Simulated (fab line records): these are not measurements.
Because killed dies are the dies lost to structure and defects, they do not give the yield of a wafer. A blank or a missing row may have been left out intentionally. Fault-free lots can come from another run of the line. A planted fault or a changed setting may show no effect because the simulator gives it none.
Problem report, 8D (eight disciplines) form, completed by code    flow sky130    the parts of the form that need people (team, actions taken, sign-off) are left out

== 1. THE ISSUE ==
spinSpeedRpm at SKY_METAL3_COAT_07 reads a mean of 2443.3 rpm on 6 wafers of 2 lots; wafers without a fault read 2999.8 rpm with a standard deviation of 1.8. That is -99 or more standard deviations from the usual mean.
The step: resist thk 60 nm.
First seen on wafer L173.1, day 40 06:12, on lithoTrack-01. The record holds 33 wafers of 11 lots with a number at this step. Rule for "out", or "out of limits": more than 4 standard deviations from the usual mean. Any other wafer with a number is counted as sound.

== 2. WHAT IT IS; WHAT IT IS NOT ==
question                     is                      is not
which readings at this step  spinSpeedRpm            -
which lots                   L173, L176              L165, L167, L168, L171, L181, L183, L186, L187, L188
which wafers of those lots   all that have a number  -
read on which tools          lithoTrack-01           lithoTrack-03, lithoTrack-04
when                         from day 40 06:12       up to then (12 sound wafers); but 15 sound wafers of L181, L183, L186, L187, L188 came after

== 3. THE SUSPECTS, EACH WITH WHAT RULES IT OUT ==
Counting: any tool at a process step up to the reading is kept as a suspect provided that every lot that is out went through it and no sound lot did after the first of them.
- lithoTrack-01 at SKY_METAL3_COAT_07 (resist thk 60 nm): ruled out as a lasting fault. After its first lot that is out, L173 (day 40 06:12), sound lots L186 ran on it.
Left after counting: nothing in the record.

== 4. THE CAUSE (what the simulator had put in) ==
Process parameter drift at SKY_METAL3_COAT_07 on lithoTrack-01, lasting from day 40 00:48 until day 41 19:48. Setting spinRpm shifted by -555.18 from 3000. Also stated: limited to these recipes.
Counting ruled it out, wrongly.

== 5. THE EFFECT CHAIN, in route order ==
Rows list readings where the struck wafers' mean (over those with a number) sits beyond 3 standard deviations from the usual. Scope: only readings with a usual standard deviation given in the record; hours: median across lots of the time from each lot's start at the first step in this table that gives one to its start at this step; sigmas: change in usual standard deviations.
hours  step                reading       usual       on struck wafers  change  sigmas
0      SKY_METAL3_COAT_07  spinSpeedRpm  2999.8 rpm  2443.3            -556.5  -99 or more
14     SKY_METAL3_ETCH_16  oesProductAu  0.625 a.u.  0.652             +0.027  +6.1
Here are the process steps it includes:
- SKY_METAL3_COAT_07: resist thk 60 nm.
- SKY_METAL3_ETCH_16: etches BARC in N2/H2, stops on SiO2, time 88.2 s, target depth 60 nm.

== 6. HOW IT WOULD HAVE BEEN CAUGHT EARLIER ==
In this record the first reading out of limits was taken at day 40 06:12, 5 hours after the fault began at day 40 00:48.
